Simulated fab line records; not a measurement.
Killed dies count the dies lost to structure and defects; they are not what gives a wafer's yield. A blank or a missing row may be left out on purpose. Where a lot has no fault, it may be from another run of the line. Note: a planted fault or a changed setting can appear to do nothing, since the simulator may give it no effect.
fab line records	flow gf180mcu
record lots=5	wafers=15	last-day=33
route steps=602 shown LVPWELL@64 MVSD@66 MVPSD@78 VT_IMPLANT@90
lots untouched by any fault: they come from a run of this same line in which no faults occurred
start-h: hours from the record's first day to the start of the lot's first wafer shown	wait-h: hours from the lot's prior step to this one	" identical to the entry in the row above	L1.1+2: a row that stands for several wafers	- either no value or no given start	* or withheld: withheld	< > ~ a bound
route shown NAME@n: names a module that has steps shown in the file, with the first one's number in the route	usual: mean/standard deviation taken from wafers without a fault	same: alike in all rows	chamber/n: place in a boat	sites: readings site by site	_std_site: how widely they spread, as a standard deviation	_edge_site: outer sites' mean less inner sites'	radius-mm: for every site, how far away it sits from the centre of the wafer	mask NAME#n: copy n	behind: tool/chamber where the wafer was last shaped	hold: why the lot was held/for how many hours/how that ended	device: the n, p or np transistor that did not switch	end of line: the same wafers' tests at the end of the route	a step without rows: its recipe alone	killed: dies that structure and defects cost at the first sort, which is not the same as the wafer's yield	map: dies across one wafer; x = killed, . = not, _ = none there
set.NAME: setting as actually run; set.NAME@STEP: the setting as run at that earlier step	model.NAME: the simulator's own value behind a step, which no gauge read
lots at some steps of the route; a table a step, a row a wafer
services: when a tool's chamber went out of use (start-h, in hours from the record's first day, below 0 if earlier), for how many hours, and the reason
## steps
# step GF_LVPWELL_STRIP_10
# recipe chemistry=O2/N2	power-w=1400	pressure-mtorr=1500	platen-temp-c=250	o2-flow-sccm=3000	n2-flow-sccm=300	overash-fraction=0.5
# usual drypump-motor-current-A=5.6/0.38	heater-power-w=325/29	oes-product-au=0.723/0.0048	strip-time-to-endpoint-s=36.99/0.11
lot.wafer	tool	chamber	start-h	wait-h	drypump-motor-current-A	heater-power-w	oes-product-au	rf-hours-counter-h	strip-time-to-endpoint-s
L074.4	plasma-asher-01	0	68.63	0.1	5.6	379	0.716	-	36.99
L074.5	"	0	"	"	5.6	387	0.713	-	37.10
L074.6	"	1	"	"	5.0	303	0.734	-	37.04
L077.2	plasma-asher-04	1	85.54	0.1	6.0	336	0.719	45	36.91
L077.4	"	0	"	"	5.8	310	0.725	-	37.03
L077.5	"	1	"	"	5.9	341	0.727	-	37.04
L084.1	plasma-asher-03	1	124.47	0.1	5.0	296	0.727	46	36.91
L084.5	"	1	"	"	5.0	293	0.723	-	36.92
L084.6	"	0	"	"	5.8	350	0.725	-	36.89
L090.1	plasma-asher-03	1	157.87	0.1	5.0	294	0.723	49	36.82
L090.4	"	0	"	"	5.8	351	0.717	-	36.82
L090.6	"	1	"	"	5.0	288	0.721	-	36.86
L093.2	plasma-asher-03	0	174.67	0.1	5.8	345	0.724	50	37.05
L093.5	"	1	"	"	5.1	284	0.711	-	36.94
L093.6	"	0	"	"	5.8	353	0.719	-	36.89
# step GF_LVPWELL_TW_MEAS_11
# usual LVPWELL_TW=556/3.4
lot.wafer	tool	chamber	start-h	wait-h	LVPWELL_TW
L074.4	film-metro-02	-	68.73	0.1	556
L074.5	"	-	"	"	553
L074.6	"	-	"	"	554
L077.2	film-metro-02	-	85.65	0.1	556
L077.4	"	-	"	"	555
L077.5	"	-	"	"	552
L084.1	film-metro-04	-	124.57	0.1	554
L084.5	"	-	"	"	554
L084.6	"	-	"	"	551
L090.1	film-metro-02	-	157.97	0.1	551
L090.4	"	-	"	"	552
L090.6	"	-	"	"	553
L093.2	film-metro-02	-	174.78	0.1	557
L093.5	"	-	"	"	557
L093.6	"	-	"	"	558
# step GF_MVSD_DEHYDRATE_00
# recipe temp-c=200	time-s=60
# usual heater-power-total-W=160.36/0.13
lot.wafer	tool	chamber	start-h	wait-h	heater-power-total-W
L074.4	litho-track-03	0	74.16	5.4	160.37
L074.5	"	0	"	"	160.22
L074.6	"	0	"	"	160.11
L077.2	litho-track-01	0	91.73	6.1	160.27
L077.4	"	0	"	"	160.53
L077.5	"	0	"	"	160.27
L084.1	litho-track-03	0	131.23	6.7	160.43
L084.5	"	0	"	"	160.47
L084.6	"	0	"	"	160.41
L090.1	litho-track-02	0	165.01	7.0	160.30
L090.4	"	0	"	"	160.56
L090.6	"	0	"	"	160.30
L093.2	litho-track-01	0	181.73	6.9	160.20
L093.5	"	0	"	"	160.33
L093.6	"	0	"	"	160.14
# step GF_MVSD_HMDS_01
# recipe prime-time-s=60	prime-temp-c=120
# usual prime-temp-c=120.00/0.12
lot.wafer	tool	chamber	start-h	wait-h	prime-temp-c
L074.4	litho-track-03	0	74.31	0.1	119.79
L074.5	"	0	"	"	120.00
L074.6	"	0	"	"	119.79
L077.2	litho-track-01	0	91.88	0.1	119.92
L077.4	"	0	"	"	120.06
L077.5	"	0	"	"	119.96
L084.1	litho-track-03	0	131.38	0.1	119.95
L084.5	"	0	"	"	119.82
L084.6	"	0	"	"	119.75
L090.1	litho-track-02	0	165.16	0.1	120.00
L090.4	"	0	"	"	119.89
L090.6	"	0	"	"	120.00
L093.2	litho-track-01	0	181.88	0.1	120.11
L093.5	"	0	"	"	119.77
L093.6	"	0	"	"	120.08
# step GF_MVSD_COAT_02
# recipe spin-rpm=2000	resist-thk-nm=3000
lot.wafer	tool	chamber	start-h	wait-h
L074.4+5+6	litho-track-03	0	74.46	0.1
L077.2+4+5	litho-track-01	0	92.03	0.1
L084.1+5+6	litho-track-03	0	131.53	0.1
L090.1+4+6	litho-track-02	0	165.31	0.1
L093.2+5+6	litho-track-01	0	182.03	0.1
# step GF_MVSD_SOFTBAKE_03
# recipe temp-c=110	time-s=withheld
# usual heater-power-total-W=65.33/0.14
lot.wafer	tool	chamber	start-h	wait-h	heater-power-total-W
L074.4	litho-track-03	0	74.63	0.1	65.39
L074.5	"	0	"	"	65.16
L074.6	"	0	"	"	65.29
L077.2	litho-track-01	0	92.19	0.1	65.25
L077.4	"	0	"	"	65.12
L077.5	"	0	"	"	65.46
L084.1	litho-track-03	0	131.68	0.1	65.15
L084.5	"	0	"	"	65.15
L084.6	"	0	"	"	65.41
L090.1	litho-track-02	0	165.46	0.1	65.52
L090.4	"	0	"	"	65.43
L090.6	"	0	"	"	65.49
L093.2	litho-track-01	0	182.18	0.1	65.62
L093.5	"	0	"	"	65.34
L093.6	"	0	"	"	65.52
# step GF_MVSD_EXPOSE_04
# recipe mask-id=MVSD	target-cd-nm=1000	na=0.6	source-shape=conventional	sigma-outer=0.6	dose-mj=260
# usual reticle-temp-C=23.01/0.11
lot.wafer	tool	chamber	start-h	wait-h	mask	reticle-temp-C
L074.4	iline-stepper-02	0	-	-	MVSD#0	23.02
L074.5	"	0	"	"	MVSD#0	22.91
L074.6	"	0	"	"	MVSD#0	22.76
L077.2	iline-stepper-02	0	-	-	MVSD#0	23.07
L077.4	"	0	"	"	MVSD#0	23.19
L077.5	"	0	"	"	MVSD#0	23.00
L084.1	iline-stepper-01	0	-	-	MVSD#0	22.78
L084.5	"	0	"	"	MVSD#0	22.86
L084.6	"	0	"	"	MVSD#0	22.92
L090.1	iline-stepper-01	0	-	-	MVSD#0	22.96
L090.4	"	0	"	"	MVSD#0	23.18
L090.6	"	0	"	"	MVSD#0	23.03
L093.2	iline-stepper-01	0	-	-	MVSD#0	22.91
L093.5	"	0	"	"	MVSD#0	22.81
L093.6	"	0	"	"	MVSD#0	22.97
# step GF_MVSD_PEB_05
# recipe temp-c=115	time-s=withheld
# usual heater-power-total-W=69.34/0.13
lot.wafer	tool	chamber	start-h	wait-h	heater-power-total-W
L074.4	litho-track-03	0	-	-	69.23
L074.5	"	0	"	"	69.28
L074.6	"	0	"	"	69.47
L077.2	litho-track-02	0	-	-	69.52
L077.4	"	0	"	"	69.23
L077.5	"	0	"	"	69.29
L084.1	litho-track-01	0	-	-	69.53
L084.5	"	0	"	"	69.47
L084.6	"	0	"	"	69.18
L090.1	litho-track-03	0	-	-	69.44
L090.4	"	0	"	"	69.47
L090.6	"	0	"	"	69.22
L093.2	litho-track-01	0	-	-	69.21
L093.5	"	0	"	"	69.25
L093.6	"	0	"	"	69.24
# step GF_MVSD_DEVELOP_06
# recipe wall-angle-deg=90	develop-time-s=60	dev-temp-c=23
# usual developer-temp-C=23.00/0.1
lot.wafer	tool	chamber	start-h	wait-h	developer-temp-C
L074.4	litho-track-03	0	-	-	22.91
L074.5	"	0	"	"	23.02
L074.6	"	0	"	"	22.87
L077.2	litho-track-02	0	-	-	23.16
L077.4	"	0	"	"	23.06
L077.5	"	0	"	"	23.11
L084.1	litho-track-01	0	-	-	23.08
L084.5	"	0	"	"	22.96
L084.6	"	0	"	"	23.13
L090.1	litho-track-03	0	-	-	22.95
L090.4	"	0	"	"	22.92
L090.6	"	0	"	"	22.87
L093.2	litho-track-01	0	-	-	23.08
L093.5	"	0	"	"	22.94
L093.6	"	0	"	"	22.92
# step GF_MVSD_OVL_MEAS_07
# usual MVSD_OVL=1.4/1.4
lot.wafer	tool	chamber	start-h	wait-h	MVSD_OVL[nm]
L074.4	overlay-02	-	81.75	-	0.2
L074.5	"	-	"	"	2.8
L074.6	"	-	"	"	-0.1
L077.2	overlay-01	-	99.47	-	1.4
L077.4	"	-	"	"	1.9
L077.5	"	-	"	"	2.2
L084.1	overlay-01	-	138.65	-	0.0
L084.5	"	-	"	"	-0.2
L084.6	"	-	"	"	-2.0
L090.1	overlay-02	-	172.38	-	5.3
L090.4	"	-	"	"	3.5
L090.6	"	-	"	"	4.0
L093.2	overlay-01	-	190.66	-	1.5
L093.5	"	-	"	"	0.9
L093.6	"	-	"	"	1.1
# step GF_MVSD_IMPLANT_08
# recipe species=P	energy-kev=400	dose-cm2=1.6e+13	tilt-deg=0
lot.wafer	tool	chamber	start-h	wait-h
L074.4+5+6	implanter-01	0	81.84	0.1
L077.2+4+5	implanter-02	0	99.52	0.0
L084.1+5+6	implanter-02	0	138.69	0.0
L090.1+4+6	implanter-01	0	172.42	0.0
L093.2+5+6	implanter-02	0	190.71	0.0
# step GF_MVSD_IMPLANT_09
# recipe species=P	energy-kev=100	dose-cm2=5e+12	tilt-deg=0
lot.wafer	tool	chamber	start-h	wait-h
L074.4+5+6	implanter-01	0	81.99	0.1
L077.2+4+5	implanter-02	0	99.67	0.1
L084.1+5+6	implanter-02	0	138.84	0.1
L090.1+4+6	implanter-01	0	172.57	0.1
L093.2+5+6	implanter-02	0	190.86	0.1
# step GF_MVSD_STRIP_10
# recipe chemistry=O2/N2	power-w=1400	pressure-mtorr=1500	platen-temp-c=250	o2-flow-sccm=3000	n2-flow-sccm=300	overash-fraction=0.5
# usual drypump-motor-current-A=5.8/0.45	heater-power-w=317/19	oes-product-au=0.723/0.004	strip-time-to-endpoint-s=36.95/0.092
lot.wafer	tool	chamber	start-h	wait-h	drypump-motor-current-A	heater-power-w	oes-product-au	rf-hours-counter-h	strip-time-to-endpoint-s
L074.4	plasma-asher-04	1	82.10	0.1	6.0	337	0.726	-	36.88
L074.5	"	1	"	"	6.0	333	0.722	-	36.91
L074.6	"	0	"	"	5.8	310	0.726	-	36.93
L077.2	plasma-asher-04	1	99.80	0.1	6.0	343	0.723	46	36.89
L077.4	"	1	"	"	6.0	334	0.719	-	36.93
L077.5	"	0	"	"	5.8	315	0.725	-	36.99
L084.1	plasma-asher-04	0	138.99	0.1	5.8	305	0.724	51	36.96
L084.5	"	1	"	"	6.0	332	0.719	-	36.99
L084.6	"	0	"	"	5.8	310	0.724	-	36.98
L090.1	plasma-asher-03	0	172.72	0.1	5.8	344	0.727	50	37.04
L090.4	"	0	"	"	5.8	349	0.723	-	37.06
L090.6	"	1	"	"	5.1	300	0.721	-	37.02
L093.2	plasma-asher-03	1	190.99	0.1	5.1	288	0.720	52	36.94
L093.5	"	0	"	"	5.8	346	0.723	-	36.99
L093.6	"	1	"	"	5.1	291	0.719	-	36.90
# step GF_MVSD_TW_MEAS_11
# usual MVSD_TW=1568/12
lot.wafer	tool	chamber	start-h	wait-h	MVSD_TW
L074.4	film-metro-04	-	82.20	0.1	1595
L074.5	"	-	"	"	1580
L074.6	"	-	"	"	1582
L077.2	film-metro-04	-	99.91	0.1	1577
L077.4	"	-	"	"	1574
L077.5	"	-	"	"	1570
L084.1	film-metro-04	-	139.09	0.1	1563
L084.5	"	-	"	"	1556
L084.6	"	-	"	"	1562
L090.1	film-metro-03	-	172.82	0.1	1543
L090.4	"	-	"	"	1557
L090.6	"	-	"	"	1541
L093.2	film-metro-04	-	191.10	0.1	1589
L093.5	"	-	"	"	1576
L093.6	"	-	"	"	1586
# step GF_MVPSD_DEHYDRATE_00
# recipe temp-c=200	time-s=60
# usual heater-power-total-W=160.37/0.12
lot.wafer	tool	chamber	start-h	wait-h	heater-power-total-W
L074.4	litho-track-03	0	88.26	6.0	160.29
L074.5	"	0	"	"	160.32
L074.6	"	0	"	"	160.50
L077.2	litho-track-04	0	106.16	6.2	160.53
L077.4	"	0	"	"	160.42
L077.5	"	0	"	"	160.31
L084.1	litho-track-03	0	146.23	7.1	160.26
L084.5	"	0	"	"	160.40
L084.6	"	0	"	"	160.36
L090.1	litho-track-03	0	179.43	6.6	160.17
L090.4	"	0	"	"	160.40
L090.6	"	0	"	"	160.41
L093.2	litho-track-01	0	199.08	8.0	160.39
L093.5	"	0	"	"	160.33
L093.6	"	0	"	"	160.31
# step GF_MVPSD_HMDS_01
# recipe prime-time-s=60	prime-temp-c=120
# usual prime-temp-c=119.99/0.15
lot.wafer	tool	chamber	start-h	wait-h	prime-temp-c
L074.4	litho-track-03	0	88.41	0.1	120.30
L074.5	"	0	"	"	119.95
L074.6	"	0	"	"	120.12
L077.2	litho-track-04	0	106.31	0.1	119.90
L077.4	"	0	"	"	119.73
L077.5	"	0	"	"	119.98
L084.1	litho-track-03	0	146.38	0.1	120.04
L084.5	"	0	"	"	120.08
L084.6	"	0	"	"	120.04
L090.1	litho-track-03	0	179.58	0.1	120.02
L090.4	"	0	"	"	120.12
L090.6	"	0	"	"	120.03
L093.2	litho-track-01	0	199.23	0.1	120.04
L093.5	"	0	"	"	119.97
L093.6	"	0	"	"	119.93
# step GF_MVPSD_COAT_02
# recipe spin-rpm=2000	resist-thk-nm=3000
lot.wafer	tool	chamber	start-h	wait-h
L074.4+5+6	litho-track-03	0	88.56	0.1
L077.2+4+5	litho-track-04	0	106.46	0.1
L084.1+5+6	litho-track-03	0	146.53	0.1
L090.1+4+6	litho-track-03	0	179.73	0.1
L093.2+5+6	litho-track-01	0	199.38	0.1
# step GF_MVPSD_SOFTBAKE_03
# recipe temp-c=110	time-s=withheld
# usual heater-power-total-W=65.33/0.13
lot.wafer	tool	chamber	start-h	wait-h	heater-power-total-W
L074.4	litho-track-03	0	88.73	0.1	65.13
L074.5	"	0	"	"	65.44
L074.6	"	0	"	"	65.17
L077.2	litho-track-04	0	106.62	0.1	65.52
L077.4	"	0	"	"	65.47
L077.5	"	0	"	"	65.11
L084.1	litho-track-03	0	146.68	0.1	65.27
L084.5	"	0	"	"	65.43
L084.6	"	0	"	"	65.38
L090.1	litho-track-03	0	179.88	0.1	65.40
L090.4	"	0	"	"	65.40
L090.6	"	0	"	"	65.29
L093.2	litho-track-01	0	199.53	0.1	65.30
L093.5	"	0	"	"	65.28
L093.6	"	0	"	"	65.27
# step GF_MVPSD_EXPOSE_04
# recipe mask-id=MVPSD	target-cd-nm=1000	na=0.6	source-shape=conventional	sigma-outer=0.6	dose-mj=260
# usual reticle-temp-C=22.98/0.12
lot.wafer	tool	chamber	start-h	wait-h	mask	reticle-temp-C
L074.4	iline-stepper-02	0	-	-	MVPSD#0	22.99
L074.5	"	0	"	"	MVPSD#0	23.03
L074.6	"	0	"	"	MVPSD#0	22.95
L077.2	iline-stepper-01	0	-	-	MVPSD#0	22.94
L077.4	"	0	"	"	MVPSD#0	23.04
L077.5	"	0	"	"	MVPSD#0	22.88
L084.1	iline-stepper-01	0	-	-	MVPSD#0	22.84
L084.5	"	0	"	"	MVPSD#0	22.82
L084.6	"	0	"	"	MVPSD#0	22.93
L090.1	iline-stepper-02	0	-	-	MVPSD#0	23.12
L090.4	"	0	"	"	MVPSD#0	23.16
L090.6	"	0	"	"	MVPSD#0	23.03
L093.2	iline-stepper-01	0	-	-	MVPSD#0	23.26
L093.5	"	0	"	"	MVPSD#0	23.13
L093.6	"	0	"	"	MVPSD#0	22.99
# step GF_MVPSD_PEB_05
# recipe temp-c=115	time-s=withheld
# usual heater-power-total-W=69.34/0.14
lot.wafer	tool	chamber	start-h	wait-h	heater-power-total-W
L074.4	litho-track-01	0	-	-	69.48
L074.5	"	0	"	"	69.37
L074.6	"	0	"	"	69.50
L077.2	litho-track-04	0	-	-	69.59
L077.4	"	0	"	"	69.49
L077.5	"	0	"	"	69.28
L084.1	litho-track-04	0	-	-	69.55
L084.5	"	0	"	"	69.53
L084.6	"	0	"	"	69.19
L090.1	litho-track-01	0	-	-	69.21
L090.4	"	0	"	"	69.54
L090.6	"	0	"	"	69.30
L093.2	litho-track-04	0	-	-	69.52
L093.5	"	0	"	"	69.56
L093.6	"	0	"	"	69.29
# step GF_MVPSD_DEVELOP_06
# recipe wall-angle-deg=90	develop-time-s=60	dev-temp-c=23
# usual developer-temp-C=23.01/0.11
lot.wafer	tool	chamber	start-h	wait-h	developer-temp-C
L074.4	litho-track-01	0	-	-	23.07
L074.5	"	0	"	"	23.19
L074.6	"	0	"	"	23.22
L077.2	litho-track-04	0	-	-	22.90
L077.4	"	0	"	"	22.88
L077.5	"	0	"	"	22.97
L084.1	litho-track-04	0	-	-	23.03
L084.5	"	0	"	"	22.97
L084.6	"	0	"	"	22.89
L090.1	litho-track-01	0	-	-	22.97
L090.4	"	0	"	"	22.96
L090.6	"	0	"	"	22.85
L093.2	litho-track-04	0	-	-	23.01
L093.5	"	0	"	"	22.88
L093.6	"	0	"	"	23.15
# step GF_MVPSD_OVL_MEAS_07
# usual MVPSD_OVL=-2.2/1.7
lot.wafer	tool	chamber	start-h	wait-h	MVPSD_OVL[nm]
L074.4	overlay-01	-	96.57	-	-0.6
L074.5	"	-	"	"	-1.1
L074.6	"	-	"	"	-1.3
L077.2	overlay-01	-	114.21	-	-4.5
L077.4	"	-	"	"	-3.1
L077.5	"	-	"	"	-5.4
L084.1	overlay-01	-	153.94	-	-2.5
L084.5	"	-	"	"	-0.8
L084.6	"	-	"	"	-2.6
L090.1	overlay-02	-	188.05	-	0.3
L090.4	"	-	"	"	0.9
L090.6	"	-	"	"	-3.0
L093.2	overlay-02	-	208.24	-	-0.5
L093.5	"	-	"	"	-3.1
L093.6	"	-	"	"	-2.2
# step GF_MVPSD_IMPLANT_08
# recipe species=B	energy-kev=170	dose-cm2=1.5e+13	tilt-deg=0
lot.wafer	tool	chamber	start-h	wait-h
L074.4+5+6	implanter-04	0	96.66	0.1
L077.2+4+5	implanter-01	0	114.27	0.0
L084.1+5+6	implanter-03	0	153.97	0.0
L090.1+4+6	implanter-04	0	188.09	0.0
L093.2+5+6	implanter-03	0	208.30	0.0
# step GF_MVPSD_IMPLANT_09
# recipe species=B	energy-kev=40	dose-cm2=5e+12	tilt-deg=0
lot.wafer	tool	chamber	start-h	wait-h
L074.4+5+6	implanter-04	0	96.81	0.1
L077.2+4+5	implanter-01	0	114.42	0.1
L084.1+5+6	implanter-03	0	154.12	0.1
L090.1+4+6	implanter-04	0	188.24	0.1
L093.2+5+6	implanter-03	0	208.45	0.1
# step GF_MVPSD_STRIP_10
# recipe chemistry=O2/N2	power-w=1400	pressure-mtorr=1500	platen-temp-c=250	o2-flow-sccm=3000	n2-flow-sccm=300	overash-fraction=0.5
# usual drypump-motor-current-A=5.6/0.54	heater-power-w=324/31	oes-product-au=0.723/0.0049	strip-time-to-endpoint-s=36.98/0.13
lot.wafer	tool	chamber	start-h	wait-h	drypump-motor-current-A	heater-power-w	oes-product-au	rf-hours-counter-h	strip-time-to-endpoint-s
L074.4	plasma-asher-01	0	96.92	0.1	5.6	366	0.725	-	37.08
L074.5	"	0	"	"	5.6	388	0.719	-	37.09
L074.6	"	1	"	"	5.1	302	0.721	-	37.17
L077.2	plasma-asher-03	0	114.54	0.1	5.8	353	0.716	45	36.94
L077.4	"	0	"	"	5.8	357	0.725	-	36.84
L077.5	"	0	"	"	5.8	348	0.724	-	36.92
L084.1	plasma-asher-03	0	154.27	0.1	5.8	353	0.720	48	37.07
L084.5	"	0	"	"	5.8	352	0.718	-	37.10
L084.6	"	1	"	"	5.0	283	0.726	-	36.98
L090.1	plasma-asher-01	0	188.39	0.1	5.6	366	0.720	38	37.12
L090.4	"	1	"	"	5.1	308	0.717	-	37.19
L090.6	"	0	"	"	5.6	380	0.731	-	37.16
L093.2	plasma-asher-02	1	208.57	0.1	6.6	300	0.721	10	36.81
L093.5	"	0	"	"	5.3	318	0.718	-	36.74
L093.6	"	1	"	"	6.6	304	0.720	-	36.81
# step GF_MVPSD_TW_MEAS_11
# usual MVPSD_TW=549/3.9
lot.wafer	tool	chamber	start-h	wait-h	MVPSD_TW
L074.4	film-metro-02	-	97.02	0.1	548
L074.5	"	-	"	"	548
L074.6	"	-	"	"	549
L077.2	film-metro-02	-	114.65	0.1	547
L077.4	"	-	"	"	545
L077.5	"	-	"	"	548
L084.1	film-metro-04	-	154.37	0.1	555
L084.5	"	-	"	"	553
L084.6	"	-	"	"	552
L090.1	film-metro-04	-	188.49	0.1	553
L090.4	"	-	"	"	552
L090.6	"	-	"	"	552
L093.2	film-metro-03	-	208.68	0.1	550
L093.5	"	-	"	"	548
L093.6	"	-	"	"	547
# step GF_VT_IMPLANT_DEHYDRATE_00
# recipe temp-c=200	time-s=60
# usual heater-power-total-W=160.36/0.12
lot.wafer	tool	chamber	start-h	wait-h	heater-power-total-W
L074.4	litho-track-01	0	103.13	6.1	160.23
L074.5	"	0	"	"	160.51
L074.6	"	0	"	"	160.31
L077.2	litho-track-04	0	120.61	5.9	160.33
L077.4	"	0	"	"	160.28
L077.5	"	0	"	"	160.33
L084.1	litho-track-02	0	161.56	7.2	160.18
L084.5	"	0	"	"	160.25
L084.6	"	0	"	"	160.32
L090.1	litho-track-04	0	196.64	8.1	160.34
L090.4	"	0	"	"	160.32
L090.6	"	0	"	"	160.50
L093.2	litho-track-01	0	217.33	8.6	160.41
L093.5	"	0	"	"	160.27
L093.6	"	0	"	"	160.36
# step GF_VT_IMPLANT_HMDS_01
# recipe prime-time-s=60	prime-temp-c=120
# usual prime-temp-c=120.03/0.12
lot.wafer	tool	chamber	start-h	wait-h	prime-temp-c
L074.4	litho-track-01	0	103.28	0.1	120.08
L074.5	"	0	"	"	119.93
L074.6	"	0	"	"	120.03
L077.2	litho-track-04	0	120.76	0.1	120.07
L077.4	"	0	"	"	120.03
L077.5	"	0	"	"	119.96
L084.1	litho-track-02	0	161.71	0.1	119.99
L084.5	"	0	"	"	119.92
L084.6	"	0	"	"	119.89
L090.1	litho-track-04	0	196.79	0.1	120.10
L090.4	"	0	"	"	120.02
L090.6	"	0	"	"	119.97
L093.2	litho-track-01	0	217.48	0.1	119.89
L093.5	"	0	"	"	119.98
L093.6	"	0	"	"	120.07
## services
tool	chamber	start-h	hours	kind
plasma-asher-02	-	53.22	1.8	repair
iline-stepper-01	-	58.45	1.7	pm
litho-track-03	-	58.75	-	consumable-replace:filter
iline-stepper-02	-	61.21	4.4	pm
implanter-03	-	74.89	27.8	repair
plasma-asher-02	-	75.46	0.5	repair
plasma-asher-02	-	77.94	2.8	pm
implanter-01	-	83.73	6.4	repair
implanter-03	-	97.35	2.3	repair
implanter-04	-	104.61	3.1	repair
plasma-asher-02	-	108.75	9.0	pm
implanter-03	-	126.22	1.1	repair
plasma-asher-03	-	132.50	4.1	repair
implanter-04	-	152.36	2.3	repair
implanter-03	-	155.40	0.6	repair
implanter-04	-	168.89	4.1	repair
iline-stepper-02	-	170.25	1.7	pm
implanter-04	-	173.00	8.7	pm
implanter-01	-	183.39	3.7	pm
plasma-asher-04	-	186.68	14.6	pm
iline-stepper-02	-	194.48	10.1	repair
implanter-03	-	196.35	6.2	repair
implanter-04	-	206.61	12.3	pm
plasma-asher-04	-	208.98	0.4	repair
## key
fault none
